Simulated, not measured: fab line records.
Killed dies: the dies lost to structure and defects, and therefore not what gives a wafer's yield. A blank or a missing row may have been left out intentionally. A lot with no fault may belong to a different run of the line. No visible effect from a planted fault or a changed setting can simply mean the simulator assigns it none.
Problem report in the 8D (eight disciplines) form, filled by code / flow gf180mcu / the parts of the form that need people (team, actions taken, sign-off) are left out

1. THE PROBLEM
Wafers without a fault read 0.993 a.u., standard deviation 0.0089; oes-product-au at GF_POLY_GATE_ETCH_13 reads a mean of 0.876 a.u. on 3 wafers belonging to 2 lots. Relative to the usual mean, that is a shift of -13 standard deviations.
The step: etches poly-Si in HBr/Cl2, stops on SiO2, target depth 198.5 nm, time 69.6 s.
First seen on wafer L157.2, day 11 15:49, on rie-si-01. Wafers with a number at this step in the record: 42, from 14 lots. By rule, "out" or "out of limits" means more than 4 standard deviations away from the usual mean. The other wafers with a number count as sound.

2. WHAT IT IS; WHAT IT IS NOT
question=which readings at this step | is=oes-product-au | is not=bias-w, drypump-motor-current-A, he-backside-leak-sccm, throttle-valve-pct
question=which lots | is=L157, L162 | is not=L148, L149, L150, L151, L152, L153, L158, L161, L168, L169, L170, L171
question=which wafers of those lots | is=L157.2, L157.6, L162.6 | is not=L157.4, L162.1, L162.3
question=read on which tools | is=rie-si-01 | is not=rie-si-02
question=when | is=from day 11 15:49 | is not=up to then (19 sound wafers); but 20 sound wafers of L158, L161, L162, L168, L169, L170, L171 came after

3. THE SUSPECTS, EACH WITH WHAT RULES IT OUT
Counting: any tool at a process step up to the reading remains a suspect provided it ran every lot that is out. Sound lots after the first of them don't rule it out here, since some wafers of a struck lot are sound.
- rie-si-01 at GF_POLY_GATE_ETCH_13 (etches poly-Si in HBr/Cl2, stops on SiO2, target depth 198.5 nm, time 69.6 s): kept. It processed each lot that is out (first: L157, day 11 15:49); up to then, its last sound lot is L152 (day 10 06:19). Its own readings are out on those wafers: oes-product-au.
The count leaves rie-si-01 at GF_POLY_GATE_ETCH_13.

4. THE CAUSE (what the simulator had put in)
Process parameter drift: rie-si-01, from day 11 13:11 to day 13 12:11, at GF_POLY_GATE_ETCH_13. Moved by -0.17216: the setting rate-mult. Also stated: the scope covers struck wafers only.
Counting left only this tool.

5. SEQUENCE OF EFFECTS, ordered by route
Rows list readings where the struck wafers' mean (over those with a number) sits beyond 3 standard deviations from the usual. Scope: only readings with a usual standard deviation given in the record; hours: median across lots of the time from each lot's start at the first step in this table that gives one to its start at this step; sigmas: change in usual standard deviations.
hours=0; step=GF_POLY_GATE_ETCH_13; reading=oes-product-au; usual=0.993 a.u.; on struck wafers=0.876; change=-0.117; sigmas=-13
It contains these process steps:
- GF_POLY_GATE_ETCH_13: etches poly-Si in HBr/Cl2, stops on SiO2, target depth 198.5 nm, time 69.6 s.
Later steps that measure or inspect, where all struck wafers having a row at the step show a number for every such reading and not one has moved that far: GF_NSD_OVL_MEAS_08, GF_M1_OVL_MEAS_15.

6. WHAT WOULD HAVE CAUGHT IT SOONER
First out-of-limits reading in this record: day 11 15:49, which is 3 hours after fault onset at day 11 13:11.
